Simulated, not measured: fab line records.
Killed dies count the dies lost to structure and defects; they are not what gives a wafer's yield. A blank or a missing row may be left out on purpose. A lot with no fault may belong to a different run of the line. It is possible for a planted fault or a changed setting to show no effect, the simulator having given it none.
fab line records	flow sky130
record lots=24	wafers=72	lastDay=50
route steps=708 shown CAP2M@607 VIA4@642 METAL5@665
lots that met no fault: from a run of the same line without faults
startH: hours from the record's first day to the start of the lot's first wafer shown	waitH: time in hours since the lot's previous step	" same as the row above	L1.1+2: several wafers, shown together as one row	- either no value or no given start	* or withheld: withheld	< > ~ a bound
route shown NAME@n: NAME is a module with steps in the file, n the number in the route of the first one	usual: mean/standard deviation taken from wafers without a fault	same: alike in all rows	chamber/n: place in a boat	sites: the reading at each site	_std_site: standard deviation across them	_edge_site: mean of outer sites minus mean of inner sites	radiusMm: for every site, how far away it sits from the centre of the wafer	mask NAME#n: copy n	behind: the most recent tool/chamber to have shaped the wafer	hold: why the lot was held/for how many hours/how that ended	device: the n, p or np transistor that did not switch	end of line: the same wafers' tests at the end of the route	a step with no rows: only its recipe	killed: the dies lost at the first sort to structure and to defects; this is not the yield of the wafer	map: shows each die of a wafer: x if killed, . if not, _ if none is there
set.NAME: setting as actually run; set.NAME@STEP: the setting as run at that earlier step	model.NAME: the simulator's own value behind a step, which no gauge read
steps of the route over a sample of lots; a table a step, a row a wafer
services: the hour from which a tool's chamber was out of use, counted from the record's first day as startH (under 0 if before that day), plus the number of hours and why
## steps
# step SKY_CAP2M_THK_MEAS_04
# recipe thkMeasGauge=xrf	reads=TiN_of_CAP2M_SPUTTER_02
# usual CAP2M_TIN_THK=201/3.7
lot.wafer	tool	chamber	startH	waitH	CAP2M_TIN_THK[nm]
L074.3	filmMetro-01	-	924.35	0.1	205
L074.4	"	-	"	"	204
L074.5	"	-	"	"	207
L075.4	filmMetro-04	-	941.01	0.1	200
L075.5	"	-	"	"	200
L075.6	"	-	"	"	201
L076.1	filmMetro-01	-	942.41	0.1	201
L076.3	"	-	"	"	198
L076.5	"	-	"	"	202
L077.3	filmMetro-04	-	957.35	0.1	201
L077.5	"	-	"	"	202
L077.6	"	-	"	"	201
L078.1	filmMetro-01	-	958.20	0.1	203
L078.4	"	-	"	"	205
L078.5	"	-	"	"	206
L079.1	filmMetro-04	-	972.38	0.1	199
L079.3	"	-	"	"	200
L079.5	"	-	"	"	200
L080.2	filmMetro-02	-	974.01	0.1	206
L080.3	"	-	"	"	207
L080.6	"	-	"	"	207
L081.1	filmMetro-04	-	980.27	0.1	197
L081.2	"	-	"	"	200
L081.4	"	-	"	"	197
L083.2	filmMetro-04	-	999.34	0.1	199
L083.4	"	-	"	"	200
L083.6	"	-	"	"	199
L082.1	filmMetro-02	-	1000.86	0.1	196
L082.3	"	-	"	"	196
L082.6	"	-	"	"	195
L084.1	filmMetro-01	-	1009.69	0.1	211
L084.5	"	-	"	"	204
L084.6	"	-	"	"	208
L085.1	filmMetro-02	-	1010.36	0.1	202
L085.5	"	-	"	"	201
L085.6	"	-	"	"	203
L086.1	filmMetro-04	-	1015.59	0.1	200
L086.2	"	-	"	"	202
L086.5	"	-	"	"	206
L087.2	filmMetro-04	-	1020.83	0.1	199
L087.3	"	-	"	"	201
L087.5	"	-	"	"	202
L088.1	filmMetro-01	-	1028.18	0.1	201
L088.2	"	-	"	"	202
L088.4	"	-	"	"	205
L089.2	filmMetro-01	-	1036.64	0.1	198
L089.4	"	-	"	"	197
L089.5	"	-	"	"	196
L090.1	filmMetro-01	-	1043.17	0.1	207
L090.4	"	-	"	"	204
L090.6	"	-	"	"	207
L092.1	filmMetro-02	-	1046.82	0.1	196
L092.5	"	-	"	"	195
L092.6	"	-	"	"	197
L091.1	filmMetro-01	-	1050.15	0.1	202
L091.2	"	-	"	"	203
L091.3	"	-	"	"	205
L093.1	filmMetro-01	-	1058.31	0.1	205
L093.2	"	-	"	"	209
L093.5	"	-	"	"	207
L094.1	filmMetro-04	-	1062.94	0.1	195
L094.3	"	-	"	"	198
L094.4	"	-	"	"	197
L095.2	filmMetro-04	-	1067.16	0.1	199
L095.3	"	-	"	"	198
L095.5	"	-	"	"	201
L096.2	filmMetro-04	-	1077.37	0.1	198
L096.3	"	-	"	"	201
L096.5	"	-	"	"	198
L097.1	filmMetro-02	-	1083.89	0.1	203
L097.5	"	-	"	"	204
L097.6	"	-	"	"	203
# step SKY_CAP2M_STRIP_14
# recipe chemistry=O2/N2	powerW=1400	pressureMtorr=1500	platenTempC=withheld	o2FlowSccm=3000	n2FlowSccm=300	overashFraction=0.5
# usual drypumpMotorCurrentA=5.8/0.65	oesProductAu=0.710/0.0044	stripTimeToEndpointS=12.66/0.069
lot.wafer	tool	chamber	startH	waitH	drypumpMotorCurrentA	oesProductAu	rfHoursCounterH	stripTimeToEndpointS
L074.3	plasmaAsher-01	0	949.70	0.1	5.4	0.717	-	12.79
L074.4	"	1	"	"	5.0	0.713	-	12.74
L074.5	"	1	"	"	5.0	0.709	-	12.81
L075.4	plasmaAsher-02	0	964.90	0.1	5.5	0.712	-	12.74
L075.5	"	1	"	"	6.7	0.705	-	12.74
L075.6	"	0	"	"	5.5	0.719	-	12.75
L076.1	plasmaAsher-02	0	966.19	0.1	5.5	0.701	23	12.73
L076.3	"	0	"	"	5.5	0.702	-	12.74
L076.5	"	0	"	"	5.5	0.707	-	12.73
L077.3	plasmaAsher-01	0	980.75	0.1	5.4	0.715	-	12.75
L077.5	"	1	"	"	5.0	0.705	-	12.73
L077.6	"	0	"	"	5.4	0.712	-	12.70
L078.1	plasmaAsher-01	0	981.92	0.1	5.4	0.707	117	12.69
L078.4	"	1	"	"	5.0	0.701	-	12.57
L078.5	"	0	"	"	5.4	0.704	-	12.57
L079.1	plasmaAsher-02	0	995.52	0.1	5.5	0.711	26	12.57
L079.3	"	0	"	"	5.5	0.707	-	12.62
L079.5	"	1	"	"	6.6	0.712	-	12.53
L080.2	plasmaAsher-04	0	997.52	0.1	6.7	0.711	87	12.74
L080.3	"	1	"	"	6.1	0.706	-	12.75
L080.6	"	0	"	"	6.7	0.706	-	12.78
L081.1	plasmaAsher-01	0	1003.92	0.1	5.4	0.716	119	12.73
L081.2	"	1	"	"	5.0	0.710	119	12.79
L081.4	"	1	"	"	5.0	0.706	-	12.77
L083.2	plasmaAsher-02	1	1022.58	0.1	6.7	0.705	28	12.64
L083.4	"	0	"	"	5.5	0.719	-	12.63
L083.6	"	1	"	"	6.7	0.713	-	12.57
L082.1	plasmaAsher-04	1	1023.68	0.1	6.1	0.704	90	12.53
L082.3	"	1	"	"	6.1	0.703	-	12.54
L082.6	"	0	"	"	6.7	0.708	-	12.52
L084.1	plasmaAsher-04	1	1031.99	0.1	6.1	0.714	91	12.63
L084.5	"	1	"	"	6.1	0.713	-	12.67
L084.6	"	0	"	"	6.7	0.711	-	12.61
L085.1	plasmaAsher-01	1	1032.37	0.1	5.0	0.713	122	12.59
L085.5	"	1	"	"	5.0	0.705	-	12.62
L085.6	"	0	"	"	5.4	0.710	-	12.61
L086.1	plasmaAsher-02	1	1037.63	0.1	6.7	0.711	30	12.67
L086.2	"	0	"	"	5.5	0.712	30	12.66
L086.5	"	0	"	"	5.5	0.710	-	12.63
L087.2	plasmaAsher-04	1	1043.28	0.1	6.1	0.717	92	12.54
L087.3	"	1	"	"	6.1	0.711	-	12.60
L087.5	"	0	"	"	6.7	0.708	-	12.62
L088.1	plasmaAsher-01	0	1050.23	0.1	5.4	0.703	123	12.78
L088.2	"	1	"	"	5.0	0.712	123	12.75
L088.4	"	1	"	"	5.0	0.703	-	12.75
L089.2	plasmaAsher-04	1	1058.67	0.1	6.1	0.708	94	12.62
L089.4	"	0	"	"	6.7	0.703	-	12.64
L089.5	"	0	"	"	6.7	0.706	-	12.64
L090.1	plasmaAsher-04	0	1064.13	0.1	6.7	0.714	94	12.61
L090.4	"	0	"	"	6.7	0.710	-	12.61
L090.6	"	1	"	"	6.1	0.703	-	12.75
L092.1	plasmaAsher-01	1	1067.92	0.1	5.0	0.717	0	12.64
L092.5	"	1	"	"	5.0	0.708	-	12.63
L092.6	"	0	"	"	5.4	0.710	-	12.63
L091.1	plasmaAsher-04	0	1071.22	0.1	6.7	0.707	95	12.64
L091.2	"	1	"	"	6.1	0.709	95	12.68
L091.3	"	0	"	"	6.7	0.701	-	12.64
L093.1	plasmaAsher-01	1	1079.23	0.1	5.0	0.703	1	12.67
L093.2	"	0	"	"	5.4	0.702	1	12.66
L093.5	"	0	"	"	5.4	0.708	-	12.69
L094.1	plasmaAsher-01	0	1083.82	0.1	5.4	0.711	2	12.54
L094.3	"	0	"	"	5.4	0.715	-	12.72
L094.4	"	1	"	"	5.0	0.712	-	12.54
L095.2	plasmaAsher-01	1	1087.76	0.1	5.0	0.708	2	12.71
L095.3	"	0	"	"	5.4	0.715	-	12.69
L095.5	"	1	"	"	5.0	0.711	-	12.71
L096.2	plasmaAsher-04	0	1097.77	0.1	6.7	0.715	97	12.62
L096.3	"	0	"	"	6.6	0.714	-	12.59
L096.5	"	0	"	"	6.7	0.719	-	12.59
L097.1	plasmaAsher-01	1	1104.08	0.1	5.0	0.710	4	12.59
L097.5	"	1	"	"	5.0	0.710	-	12.57
L097.6	"	0	"	"	5.4	0.709	-	12.72
# step SKY_VIA4_BOW_MEAS_03
# recipe mode=bow
# usual VIA4_BOW=81/8.4
lot.wafer	tool	chamber	startH	waitH	VIA4_BOW[um]
L074.3	filmMetro-03	-	975.97	0.2	92
L074.4	"	-	"	"	98
L074.5	"	-	"	"	89
L075.4	filmMetro-03	-	989.98	0.2	79
L075.5	"	-	"	"	85
L075.6	"	-	"	"	82
L076.1	filmMetro-03	-	991.73	0.1	79
L076.3	"	-	"	"	74
L076.5	"	-	"	"	64
L077.3	filmMetro-03	-	1006.42	0.3	79
L077.5	"	-	"	"	89
L077.6	"	-	"	"	87
L078.1	filmMetro-04	-	1007.98	0.1	79
L078.4	"	-	"	"	72
L078.5	"	-	"	"	86
L079.1	filmMetro-03	-	1020.78	0.1	83
L079.3	"	-	"	"	89
L079.5	"	-	"	"	100
L080.2	filmMetro-04	-	1022.25	0.1	73
L080.3	"	-	"	"	87
L080.6	"	-	"	"	76
L081.1	filmMetro-04	-	1028.73	0.1	66
L081.2	"	-	"	"	79
L081.4	"	-	"	"	86
L083.2	filmMetro-03	-	1047.63	0.2	91
L083.4	"	-	"	"	95
L083.6	"	-	"	"	98
L082.1	filmMetro-03	-	1048.52	0.1	80
L082.3	"	-	"	"	84
L082.6	"	-	"	"	96
L084.1	filmMetro-04	-	1056.19	0.2	81
L084.5	"	-	"	"	72
L084.6	"	-	"	"	81
L085.1	filmMetro-01	-	1056.26	0.1	79
L085.5	"	-	"	"	95
L085.6	"	-	"	"	83
L086.1	filmMetro-04	-	1061.59	0.2	93
L086.2	"	-	"	"	82
L086.5	"	-	"	"	80
L087.2	filmMetro-01	-	1066.49	0.2	84
L087.3	"	-	"	"	87
L087.5	"	-	"	"	78
L088.1	filmMetro-04	-	1073.46	0.1	89
L088.2	"	-	"	"	79
L088.4	"	-	"	"	87
L089.2	filmMetro-01	-	1081.46	0.2	75
L089.4	"	-	"	"	84
L089.5	"	-	"	"	79
L090.1	filmMetro-01	-	1087.58	0.2	91
L090.4	"	-	"	"	79
L090.6	"	-	"	"	76
L092.1	filmMetro-03	-	1091.19	0.1	78
L092.5	"	-	"	"	80
L092.6	"	-	"	"	85
L091.1	filmMetro-01	-	1094.74	0.2	89
L091.2	"	-	"	"	71
L091.3	"	-	"	"	73
L093.1	filmMetro-03	-	1102.23	0.2	68
L093.2	"	-	"	"	66
L093.5	"	-	"	"	69
L094.1	filmMetro-03	-	1106.82	0.2	95
L094.3	"	-	"	"	90
L094.4	"	-	"	"	78
L095.2	filmMetro-03	-	1110.43	0.2	84
L095.3	"	-	"	"	81
L095.5	"	-	"	"	86
L096.2	filmMetro-01	-	1120.30	0.3	97
L096.3	"	-	"	"	88
L096.5	"	-	"	"	84
L097.1	filmMetro-04	-	1126.11	0.1	73
L097.5	"	-	"	"	83
L097.6	"	-	"	"	68
# step SKY_VIA4_ETCH_12
# recipe target=SiO2	chemistry=C4F8/O2/Ar	stopOn=TiN	maskMaterial=NOVOLAK	sourceW=1500	biasW=1200	pressureMtorr=40	c4f8FlowSccm=withheld	O2_flow_sccm=6	Ar_flow_sccm=300	timeS=withheld	targetDepthA=5800
# usual biasW=1200/3.4	oesProductAu=0.925/0.0046
lot.wafer	tool	chamber	startH	waitH	biasW	oesProductAu
L074.3	rieDiel-01	1	999.30	0.0	1204	0.918
L074.4	"	2	"	"	1204	0.930
L074.5	"	1	"	"	1205	0.927
L075.4	rieDiel-03	2	1013.01	0.0	1203	0.923
L075.5	"	2	"	"	1200	0.926
L075.6	"	3	"	"	1198	0.921
L076.1	rieDiel-01	1	1014.46	0.0	1196	0.929
L076.3	"	0	"	"	1204	0.929
L076.5	"	3	"	"	1202	0.925
L077.3	rieDiel-01	3	1029.20	0.0	1194	0.933
L077.5	"	0	"	"	1199	0.927
L077.6	"	3	"	"	1195	0.928
L078.1	rieDiel-01	2	1029.80	0.0	1194	0.926
L078.4	"	3	"	"	1196	0.927
L078.5	"	0	"	"	1201	0.932
L079.1	rieDiel-01	1	1043.51	0.0	1202	0.929
L079.3	"	2	"	"	1202	0.927
L079.5	"	1	"	"	1199	0.925
L080.2	rieDiel-03	3	1044.51	0.0	1200	0.923
L080.3	"	2	"	"	1199	0.924
L080.6	"	3	"	"	1197	0.921
L081.1	rieDiel-01	3	1050.91	0.0	1202	0.926
L081.2	"	1	"	"	1196	0.931
L081.4	"	0	"	"	1198	0.923
L083.2	rieDiel-01	1	1068.80	0.0	1192	0.927
L083.4	"	2	"	"	1203	0.922
L083.6	"	0	"	"	1202	0.926
L082.1	rieDiel-03	3	1069.52	0.0	1197	0.932
L082.3	"	1	"	"	1201	0.922
L082.6	"	2	"	"	1202	0.925
L084.1	rieDiel-01	0	1077.32	0.0	1195	0.928
L084.5	"	0	"	"	1202	0.924
L084.6	"	1	"	"	1196	0.933
L085.1	rieDiel-02	3	1077.35	0.0	1202	0.928
L085.5	"	3	"	"	1202	0.924
L085.6	"	2	"	"	1200	0.924
L086.1	rieDiel-03	2	1082.15	0.0	1203	0.929
L086.2	"	0	"	"	1200	0.929
L086.5	"	3	"	"	1200	0.936
L087.2	rieDiel-02	1	1087.35	0.0	1196	0.920
L087.3	"	3	"	"	1202	0.928
L087.5	"	2	"	"	1197	0.931
L088.1	rieDiel-03	3	1094.35	0.0	1198	0.928
L088.2	"	1	"	"	1206	0.928
L088.4	"	0	"	"	1201	0.925
L089.2	rieDiel-01	1	1102.30	0.0	1204	0.921
L089.4	"	3	"	"	1200	0.923
L089.5	"	1	"	"	1208	0.919
L090.1	rieDiel-03	2	1107.80	0.0	1197	0.920
L090.4	"	0	"	"	1197	0.919
L090.6	"	1	"	"	1204	0.933
L092.1	rieDiel-01	1	1111.35	0.0	1198	0.927
L092.5	"	2	"	"	1197	0.935
L092.6	"	3	"	"	1201	0.936
L091.1	rieDiel-03	0	1114.70	0.0	1204	0.922
L091.2	"	2	"	"	1198	0.928
L091.3	"	3	"	"	1203	0.922
L093.1	rieDiel-02	1	1121.40	0.0	1198	0.921
L093.2	"	0	"	"	1198	0.924
L093.5	"	1	"	"	1196	0.921
L094.1	rieDiel-02	0	1126.20	0.0	1203	0.934
L094.3	"	3	"	"	1198	0.931
L094.4	"	1	"	"	1200	0.936
L095.2	rieDiel-02	2	1129.40	0.0	1198	0.937
L095.3	"	0	"	"	1197	0.928
L095.5	"	3	"	"	1197	0.924
L096.2	rieDiel-01	0	1139.95	0.0	1202	0.929
L096.3	"	1	"	"	1203	0.923
L096.5	"	0	"	"	1203	0.928
L097.1	rieDiel-03	1	1144.85	0.0	1201	0.926
L097.5	"	0	"	"	1204	0.917
L097.6	"	3	"	"	1197	0.917
# step SKY_METAL5_SPUTTER_04
# recipe material=TiN	targetThkNm=70	powerW=6500	timeS=58.3	chamberPressurePa=0.4
# usual cathodeDcPowerW=6500.1/1.1	throttleValvePct=30.3/1
lot.wafer	tool	chamber	startH	waitH	cathodeDcPowerW	throttleValvePct
L074.3	pvdSputter-01	-	1000.86	0.0	6499.1	31.8
L074.4	"	-	"	"	6500.5	28.5
L074.5	"	-	"	"	6498.9	31.9
L075.4	pvdSputter-02	-	1014.64	0.0	6499.6	29.4
L075.5	"	-	"	"	6502.8	31.1
L075.6	"	-	"	"	6501.3	29.5
L076.1	pvdSputter-02	-	1015.94	0.0	6500.2	31.1
L076.3	"	-	"	"	6500.9	29.3
L076.5	"	-	"	"	6501.2	31.0
L077.3	pvdSputter-01	-	1030.68	0.0	6499.0	28.8
L077.5	"	-	"	"	6500.4	28.5
L077.6	"	-	"	"	6499.3	31.9
L078.1	pvdSputter-02	-	1031.28	0.0	6500.5	30.9
L078.4	"	-	"	"	6501.6	31.2
L078.5	"	-	"	"	6499.6	29.2
L079.1	pvdSputter-04	-	1045.05	0.0	6501.1	29.3
L079.3	"	-	"	"	6499.2	28.6
L079.5	"	-	"	"	6500.3	29.4
L080.2	pvdSputter-04	-	1046.03	0.0	6501.7	28.2
L080.3	"	-	"	"	6499.3	31.1
L080.6	"	-	"	"	6500.2	29.2
L081.1	pvdSputter-04	-	1052.43	0.0	6499.9	28.3
L081.2	"	-	"	"	6501.0	31.0
L081.4	"	-	"	"	6501.6	29.1
L083.2	pvdSputter-01	-	1070.35	0.0	6499.7	28.7
L083.4	"	-	"	"	6500.2	30.2
L083.6	"	-	"	"	6500.5	29.6
L082.1	pvdSputter-02	-	1071.17	0.0	6499.5	31.4
L082.3	"	-	"	"	6500.6	31.4
L082.6	"	-	"	"	6500.6	31.2
L084.1	pvdSputter-02	-	1078.79	0.0	6501.7	31.1
L084.5	"	-	"	"	6500.1	30.8
L084.6	"	-	"	"	6499.5	31.0
L085.1	pvdSputter-04	-	1079.09	0.0	6500.8	28.4
L085.5	"	-	"	"	6498.6	30.0
L085.6	"	-	"	"	6501.3	28.4
L086.1	pvdSputter-02	-	1083.66	0.0	6501.1	31.3
L086.2	"	-	"	"	6500.5	31.1
L086.5	"	-	"	"	6502.0	29.4
L087.2	pvdSputter-04	-	1088.84	0.0	6501.1	29.0
L087.3	"	-	"	"	6500.1	30.3
L087.5	"	-	"	"	6497.8	30.0
L088.1	pvdSputter-02	-	1096.35	0.0	6498.3	29.6
L088.2	"	-	"	"	6497.9	31.2
L088.4	"	-	"	"	6500.2	29.4
L089.2	pvdSputter-02	-	1103.78	0.0	6502.5	29.3
L089.4	"	-	"	"	6501.3	31.1
L089.5	"	-	"	"	6499.8	31.0
L090.1	pvdSputter-04	-	1109.32	0.0	6498.9	30.3
L090.4	"	-	"	"	6500.3	29.2
L090.6	"	-	"	"	6501.1	31.2
L092.1	pvdSputter-01	-	1112.83	0.0	6500.6	29.6
L092.5	"	-	"	"	6498.9	28.4
L092.6	"	-	"	"	6499.8	29.6
L091.1	pvdSputter-02	-	1116.30	0.0	6500.8	31.4
L091.2	"	-	"	"	6501.7	31.1
L091.3	"	-	"	"	6497.8	30.9
L093.1	pvdSputter-02	-	1123.04	0.0	6499.5	29.3
L093.2	"	-	"	"	6501.1	31.2
L093.5	"	-	"	"	6498.7	29.3
L094.1	pvdSputter-01	-	1127.83	0.0	6499.6	31.8
L094.3	"	-	"	"	6500.2	29.6
L094.4	"	-	"	"	6499.5	28.6
L095.2	pvdSputter-02	-	1130.88	0.0	6499.4	31.0
L095.3	"	-	"	"	6500.9	31.1
L095.5	"	-	"	"	6499.7	31.0
L096.2	pvdSputter-01	-	1141.72	0.0	6498.6	30.2
L096.3	"	-	"	"	6498.3	31.9
L096.5	"	-	"	"	6499.8	31.5
L097.1	pvdSputter-04	-	1146.34	0.0	6500.8	30.1
L097.5	"	-	"	"	6499.5	31.2
L097.6	"	-	"	"	6502.4	28.6
# step SKY_METAL5_RS_MEAS_05
# recipe thkMeasGauge=four-point-probe	reads=TiN_of_METAL5_SPUTTER_04+Ti_of_METAL5_SPUTTER_03+AlCu_of_METAL5_SPUTTER_02+TiN_of_METAL5_SPUTTER_01+Ti_of_METAL5_SPUTTER_00
# usual METAL5_ALCU_RS=0.02718/0.00029
lot.wafer	tool	chamber	startH	waitH	METAL5_ALCU_RS[ohm/sq]
L074.3	filmMetro-04	-	1000.95	0.1	0.02793
L074.4	"	-	"	"	0.027
L074.5	"	-	"	"	0.02758
L075.4	filmMetro-04	-	1014.75	0.1	0.02712
L075.5	"	-	"	"	0.02734
L075.6	"	-	"	"	0.02714
L076.1	filmMetro-04	-	1015.99	0.0	0.02691
L076.3	"	-	"	"	0.02741
L076.5	"	-	"	"	0.02753
L077.3	filmMetro-02	-	1030.77	0.1	0.02717
L077.5	"	-	"	"	0.0271
L077.6	"	-	"	"	0.02776
L078.1	filmMetro-04	-	1031.33	0.0	0.02739
L078.4	"	-	"	"	0.02758
L078.5	"	-	"	"	0.02735
L079.1	filmMetro-02	-	1045.10	0.0	0.02702
L079.3	"	-	"	"	0.02768
L079.5	"	-	"	"	0.02713
L080.2	filmMetro-04	-	1046.10	0.0	0.02733
L080.3	"	-	"	"	0.02699
L080.6	"	-	"	"	0.02684
L081.1	filmMetro-04	-	1052.48	0.0	0.02725
L081.2	"	-	"	"	0.02706
L081.4	"	-	"	"	0.02694
L083.2	filmMetro-02	-	1070.42	0.0	0.0271
L083.4	"	-	"	"	0.02697
L083.6	"	-	"	"	0.02752
L082.1	filmMetro-04	-	1071.22	0.0	0.02772
L082.3	"	-	"	"	0.02762
L082.6	"	-	"	"	0.02758
L084.1	filmMetro-03	-	1078.84	0.0	0.02725
L084.5	"	-	"	"	0.02713
L084.6	"	-	"	"	0.02715
L085.1	filmMetro-04	-	1079.14	0.0	0.02742
L085.5	"	-	"	"	0.02675
L085.6	"	-	"	"	0.02754
L086.1	filmMetro-04	-	1083.71	0.0	0.02717
L086.2	"	-	"	"	0.02762
L086.5	"	-	"	"	0.02723
L087.2	filmMetro-03	-	1088.91	0.0	0.0273
L087.3	"	-	"	"	0.02697
L087.5	"	-	"	"	0.02697
L088.1	filmMetro-02	-	1096.40	0.0	0.02697
L088.2	"	-	"	"	0.02735
L088.4	"	-	"	"	0.02719
L089.2	filmMetro-02	-	1103.85	0.0	0.02677
L089.4	"	-	"	"	0.02699
L089.5	"	-	"	"	0.02682
L090.1	filmMetro-02	-	1109.37	0.0	0.02655
L090.4	"	-	"	"	0.02715
L090.6	"	-	"	"	0.02697
L092.1	filmMetro-02	-	1112.88	0.0	0.02719
L092.5	"	-	"	"	0.02717
L092.6	"	-	"	"	0.02716
L091.1	filmMetro-04	-	1116.35	0.0	0.02738
L091.2	"	-	"	"	0.0275
L091.3	"	-	"	"	0.02726
L093.1	filmMetro-02	-	1123.09	0.0	0.02673
L093.2	"	-	"	"	0.02705
L093.5	"	-	"	"	0.02671
L094.1	filmMetro-02	-	1127.88	0.0	0.02738
L094.3	"	-	"	"	0.02695
L094.4	"	-	"	"	0.02722
L095.2	filmMetro-03	-	1130.95	0.0	0.02698
L095.3	"	-	"	"	0.02747
L095.5	"	-	"	"	0.02693
L096.2	filmMetro-04	-	1141.79	0.0	0.02731
L096.3	"	-	"	"	0.02779
L096.5	"	-	"	"	0.02744
L097.1	filmMetro-02	-	1146.38	0.0	0.02674
L097.5	"	-	"	"	0.02668
L097.6	"	-	"	"	0.0271
## services
tool	chamber	startH	hours	kind
plasmaAsher-01	-	939.32	2.8	pm
pvdSputter-02	-	947.45	3.3	repair
pvdSputter-04	-	950.41	0.5	repair
rieDiel-02	-	958.99	2.8	pm
pvdSputter-04	-	968.39	8.1	repair
rieDiel-02	1	968.82	15.5	repair
plasmaAsher-01	-	984.38	5.7	repair
pvdSputter-02	0	989.71	-	consumableReplace:kit
pvdSputter-02	0	989.71	18.0	scheduledDown
pvdSputter-02	0	989.71	18.0	ventCycle
pvdSputter-04	-	1015.78	14.1	repair
rieDiel-02	-	1025.54	28.1	pm
rieDiel-03	3	1031.99	12.2	repair
rieDiel-03	0	1042.60	2.7	repair
pvdSputter-02	-	1045.33	0.7	repair
pvdSputter-04	-	1055.14	7.1	repair
plasmaAsher-01	-	1055.25	9.0	pm
plasmaAsher-01	0	1055.25	9.0	ventCycle
plasmaAsher-01	1	1055.25	9.0	ventCycle
plasmaAsher-01	0	1064.25	-	clean
pvdSputter-02	-	1087.78	2.1	repair
rieDiel-02	-	1105.86	10.0	pm
pvdSputter-02	-	1117.22	2.3	repair
pvdSputter-01	-	1134.04	1.6	repair
## key
fault none
